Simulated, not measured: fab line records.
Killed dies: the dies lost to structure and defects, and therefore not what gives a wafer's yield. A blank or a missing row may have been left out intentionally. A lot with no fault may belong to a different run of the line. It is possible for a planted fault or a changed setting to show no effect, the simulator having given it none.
Which of the tools did it? + flow sky130 + 6 lots, 17 wafers sampled, at 3 steps of a route of 708

== WHAT THE GAUGES SHOWED, per wafer ==
SKY_VIA3_CD_MEAS_12 targets a cd of 200 nm.
| lot  | measured     | on       | cdNm (nm)         |
|------|--------------|----------|-------------------|
| L918 | day 39 23:46 | cdSem-02 | 203.7 204.6 203.0 |
| L920 | day 40 15:40 | cdSem-02 | 199.3 197.7 199.3 |
| L922 | day 41 10:33 | cdSem-02 | 197.9 200.0 199.6 |
| L925 | day 42 10:47 | cdSem-02 | 199.3 199.1 199.8 |
| L928 | day 43 03:37 | cdSem-01 | 201.6 201.0 201.8 |
| L930 | day 44 08:03 | cdSem-02 | 201.9 171.2       |

== TOOL THAT RAN EACH LOT (tool first, then ch and the chambers of the sampled wafers, then the start) ==
| lot  | SKY_NWELL_STRIP_25                 | SKY_VIA3_EXPOSE_09               |
|------|------------------------------------|----------------------------------|
| L918 | plasmaAsher-03 ch 0,1, day 5 18:20 | krfScanner-02 ch 0, day 39 11:10 |
| L920 | plasmaAsher-04 ch 0,1, day 6 07:12 | krfScanner-01 ch 0, day 40 04:14 |
| L922 | plasmaAsher-02 ch 0,1, day 6 21:12 | krfScanner-02 ch 0, day 40 22:37 |
| L925 | plasmaAsher-03 ch 0,1, day 7 13:30 | krfScanner-02 ch 0, day 41 22:58 |
| L928 | plasmaAsher-02 ch 0, day 8 08:29   | krfScanner-01 ch 0, day 42 16:31 |
| L930 | plasmaAsher-02 ch 0,1, day 8 21:02 | krfScanner-01 ch 0, day 43 21:00 |
- SKY_NWELL_STRIP_25: strips in O2/N2.
- SKY_VIA3_EXPOSE_09: exposes mask VIM3, target cd 200 nm.

== THE ANSWER, worked out from the rows above alone ==
Rule: the lots themselves supply what counts as usual. Put in order of their means at a reading, lots are off if they are a third of the lots or fewer, leave a main group of 4 or more, and stand apart from it by a gap of 3 or more times the standard deviation of the main group's means; of several such gaps the widest counts. A main group is skipped when, at the precision printed for the reading in the tables above, its means are all equal. Also off: a lot with no number at a reading for which 4 or more lots have one. Any other lot the step has rows for is counted as sound.
Off: L930, at SKY_VIA3_CD_MEAS_12 (cdNm). The main group: mean 200.5 nm, standard deviation 1.9.
A tool fits if, at a process step before that reading, it ran every lot that is off, and no sound lot after the first of them. Those tools and the gauges at SKY_VIA3_CD_MEAS_12 are tried in the same way. Can't be told from this: 3 tools fit, plasmaAsher-02 at SKY_NWELL_STRIP_25, krfScanner-01 at SKY_VIA3_EXPOSE_09, cdSem-02 at SKY_VIA3_CD_MEAS_12.

== WHAT WAS PUT IN BY THE SIMULATOR ==
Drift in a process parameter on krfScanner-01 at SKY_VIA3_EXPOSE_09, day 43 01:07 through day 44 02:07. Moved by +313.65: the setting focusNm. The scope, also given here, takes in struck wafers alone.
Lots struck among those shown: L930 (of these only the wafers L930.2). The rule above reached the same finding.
